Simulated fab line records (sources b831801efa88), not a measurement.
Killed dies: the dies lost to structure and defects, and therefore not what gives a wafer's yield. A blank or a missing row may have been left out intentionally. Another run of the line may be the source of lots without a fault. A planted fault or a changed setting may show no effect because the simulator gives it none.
The same fault as seen by 2 desks / flow gf180mcu / every desk sees just its own numbers, and what lay behind them comes last

## AT THE TOOL OWNER'S DESK: plasma-asher-04
The tool's own readings at GF_DNWELL_STRIP_08 (strips in O2/N2): means of the sampled wafers that have a number, for each lot that ran on this tool. The brackets show how far a lot's mean lies from the usual mean; more than 4 standard deviations puts the lot out of limits, marked OUT.
Columns: A = drypump-motor-current-A at GF_DNWELL_STRIP_08, usual 6.0 A; B = heater-power-w at GF_DNWELL_STRIP_08, usual 335 W; C = oes-product-au at GF_DNWELL_STRIP_08, usual 0.722 a.u.; D = platen-temp-c at GF_DNWELL_STRIP_08, usual 249.97 C; E = strip-time-to-endpoint-s at GF_DNWELL_STRIP_08, usual 37.01 s
lot=L443; first seen here=day 3 10:19; A=6.3; B=337; C=0.720; D=249.76; E=36.83
lot=L444; first seen here=day 3 15:34; A=6.5; B=349; C=0.723; D=250.05; E=36.97
lot=L448; first seen here=day 4 13:07; A=6.4; B=340; C=0.725; D=249.88; E=36.90
lot=L457; first seen here=day 6 12:55; A=6.3; B=360; C=0.793 (+16) OUT; D=257.52 (+40) OUT; E=32.62 (-37) OUT
lot=L458; first seen here=day 6 17:25; A=6.3; B=357; C=0.796 (+17) OUT; D=257.31 (+39) OUT; E=32.61 (-37) OUT
This desk finds L457, L458 out of limits, L457 being first, at day 6 12:55 (oes-product-au at GF_DNWELL_STRIP_08). L443, L444, L448: within limits.

## THE METROLOGY DESK
What the gauges read for every lot (on any tool): the sampled wafers with a number, averaged. The brackets show how far a lot's mean lies from the usual mean; more than 4 standard deviations puts the lot out of limits, marked OUT.
Columns: A = INCOMING_BOW at GF_STI_BOW_MEAS_00, usual -1 um; B = STI_OXIDATION_THK at GF_STI_THK_MEAS_02, usual 10.00 nm
lot=L443; first seen here=day 2 01:00; A=5; B=10.14
lot=L444; first seen here=day 2 06:01; A=-1; B=10.07
lot=L445; first seen here=day 2 11:00; A=-2; B=10.34
lot=L448; first seen here=day 3 02:01; A=-8; B=9.90
lot=L449; first seen here=day 3 07:00; A=-3; B=10.19
lot=L450; first seen here=day 3 12:00; A=-3; B=9.87
lot=L454; first seen here=day 4 08:04; A=1; B=9.69
lot=L457; first seen here=day 4 23:00; A=-5; B=9.60
lot=L458; first seen here=day 5 04:00; A=0; B=10.08
lot=L460; first seen here=day 5 14:00; A=-5; B=10.14
lot=L461; first seen here=day 5 19:02; A=0; B=9.77
lot=L462; first seen here=day 6 00:04; A=-5; B=9.97
lot=L463; first seen here=day 6 05:00; A=-4; B=9.99
Finding of this desk: none of the 13 lots has anything out of limits.

## BROUGHT TOGETHER
The tool owner's desk could have raised an alarm at day 6 12:55, on L457, L458.
Nothing out of limits was seen by the metrology desk.
The metrology desk has L457, L458 on record, within its limits.
The lots listed all ran GF_DNWELL_STRIP_08 on plasma-asher-04.

## WHAT THE SIMULATOR HAD INSERTED
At GF_DNWELL_STRIP_08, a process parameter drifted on plasma-asher-04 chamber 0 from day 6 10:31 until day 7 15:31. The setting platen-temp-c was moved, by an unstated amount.
Struck lots among those shown: L457, L458.
Hours from the fault's start to each desk's first reading out of limits: the tool owner's desk, 2.
